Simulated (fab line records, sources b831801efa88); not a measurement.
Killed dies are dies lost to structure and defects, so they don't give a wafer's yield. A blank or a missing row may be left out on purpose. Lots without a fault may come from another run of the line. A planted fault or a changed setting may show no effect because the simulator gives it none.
Which tool did it? | flow gf180mcu | 6 lots, 17 wafers sampled, at 4 steps of a route of 602

WHAT THE GAUGES READ, wafer by wafer
GF_HV_LDD_TW_MEAS_23.
lot  | measured     | on            | HV_LDD_2_TW
L694 | day 11 00:02 | film_metro-03 | 1050 1044 1045
L697 | day 12 05:20 | film_metro-03 | 1051 1051 1051
L699 | day 12 17:28 | film_metro-01 | 1052 1050
L709 | day 16 01:40 | film_metro-04 | 1039 1032 1041
L711 | day 16 12:08 | film_metro-01 | 1058 1054 1052
L714 | day 17 16:35 | film_metro-04 | 1041 1045 1036

WHICH TOOL RAN EACH LOT (tool, then ch and the chambers of the sampled wafers, then the start)
lot  | GF_DUAL_GATE_STRIP_13                | GF_POLY_GATE_ETCH_13             | GF_HV_LDD_STRIP_22
L694 | plasma_asher-04 ch 0,1, day 8 13:55  | rie_si-02 ch 1,2, day 9 10:43    | plasma_asher-04 ch 0,1, day 10 23:57
L697 | plasma_asher-04 ch 0,1, day 9 13:39  | rie_si-02 ch 0,1,3, day 10 11:04 | plasma_asher-02 ch 0,1, day 12 05:14
L699 | plasma_asher-02 ch 0, day 10 02:57   | rie_si-02 ch 2,3, day 11 00:10   | plasma_asher-04 ch 1, day 12 17:22
L709 | plasma_asher-02 ch 0,1, day 13 02:08 | rie_si-01 ch 0,1,2, day 14 03:17 | plasma_asher-04 ch 0,1, day 16 01:34
L711 | plasma_asher-02 ch 0,1, day 13 12:48 | rie_si-01 ch 0,1,3, day 14 12:58 | plasma_asher-03 ch 0,1, day 16 12:02
L714 | plasma_asher-02 ch 0,1, day 14 14:23 | rie_si-01 ch 0,1,3, day 15 15:29 | plasma_asher-03 ch 0,1, day 17 16:29
- GF_DUAL_GATE_STRIP_13: strips in O2/N2.
- GF_POLY_GATE_ETCH_13: etches poly-Si in HBr/Cl2, stops on SiO2, target depth 198.5 nm, time 69.6 s.
- GF_HV_LDD_STRIP_22: strips in O2/N2.

THE ANSWER, worked out from the rows above alone
Rule: what is usual is taken from the lots themselves. Put in order of their means at a reading, lots are off if they are a third of the lots or fewer, leave a main group of 4 or more, and stand apart from it by a gap of 3 or more times the standard deviation of the main group's means; of several such gaps the widest counts. A main group whose means are all the same, to the digits that the tables above print for the reading, isn't used. A lot without any number at a reading at which 4 lots or more have one is off too. The other lots that the step has rows for count as sound.
No lot is off at any reading shown: from this, nothing can be told.

WHAT THE SIMULATOR HAD PUT IN
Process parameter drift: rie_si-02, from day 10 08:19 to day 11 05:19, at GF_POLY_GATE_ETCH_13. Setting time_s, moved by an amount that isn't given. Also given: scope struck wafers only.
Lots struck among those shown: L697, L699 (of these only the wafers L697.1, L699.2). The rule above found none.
